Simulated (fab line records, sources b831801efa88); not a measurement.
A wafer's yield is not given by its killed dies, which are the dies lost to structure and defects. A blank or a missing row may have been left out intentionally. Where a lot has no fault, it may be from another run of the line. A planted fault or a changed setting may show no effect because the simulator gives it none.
Matching of chambers || flow sky130 || rie diel-01 running SKY_VIA3_ETCH_15: 4 sister chambers
The step etches SiO2 in C4F8/O2/Ar, stops on TiN, target depth 507 nm, time 78 s. 4 wafers are shown with their chamber, then 9 later ones without.

WAFERS, EACH WITH ITS CHAMBER
{"wafer": "L082.4", "chamber": 1, "oes product au (a.u.)": 0.945}
{"wafer": "L084.2", "chamber": 3, "oes product au (a.u.)": 0.948}
{"wafer": "L084.4", "chamber": 0, "oes product au (a.u.)": 0.946}
{"wafer": "L084.5", "chamber": 2, "oes product au (a.u.)": 0.941}

WAFERS WITHOUT THEIR CHAMBER
{"wafer": "L086.2", "oes product au (a.u.)": 0.939}
{"wafer": "L086.3", "oes product au (a.u.)": 0.946}
{"wafer": "L086.5", "oes product au (a.u.)": 0.949}
{"wafer": "L087.1", "oes product au (a.u.)": 0.947}
{"wafer": "L087.4", "oes product au (a.u.)": 0.951}
{"wafer": "L087.5", "oes product au (a.u.)": 0.948}
{"wafer": "L092.1", "oes product au (a.u.)": 0.949}
{"wafer": "L092.2", "oes product au (a.u.)": 0.940}
{"wafer": "L092.4", "oes product au (a.u.)": 0.947}

THE CHAMBER EACH PASSED THROUGH
{"wafer": "L086.2", "from the rows above": 2, "in truth": 2}
{"wafer": "L086.3", "from the rows above": "can't be placed: 0 or 1 or 3", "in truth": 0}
{"wafer": "L086.5", "from the rows above": "can't be placed: 3 or 0", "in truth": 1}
{"wafer": "L087.1", "from the rows above": "can't be placed: 0 or 3 or 1", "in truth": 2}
{"wafer": "L087.4", "from the rows above": "can't be placed: 3 or 0", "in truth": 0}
{"wafer": "L087.5", "from the rows above": "can't be placed: 3 or 0", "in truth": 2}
{"wafer": "L092.1", "from the rows above": "can't be placed: 3 or 0", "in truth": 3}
{"wafer": "L092.2", "from the rows above": 2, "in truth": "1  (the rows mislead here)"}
{"wafer": "L092.4", "from the rows above": "can't be placed: 0 or 3 or 1", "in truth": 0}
Correctly placed: 1 of 9. Can't be placed from these rows: 7 (the true chamber is among the candidates in 4). Wrongly placed: 1.
How it was worked out, from the rows above alone: a wafer's distance from a chamber is the root of the sum, over the readings, of the square of ((its reading less the chamber's mean) divided by the reading's scatter). The wafer belongs to the nearest chamber; if the next one is less than 2 further off, it can't be placed. Each chamber's mean is taken over the wafers shown for it. The scatter: with one shown wafer a chamber, the root of the mean of the squares of how far each hidden wafer lies from its nearest shown one.
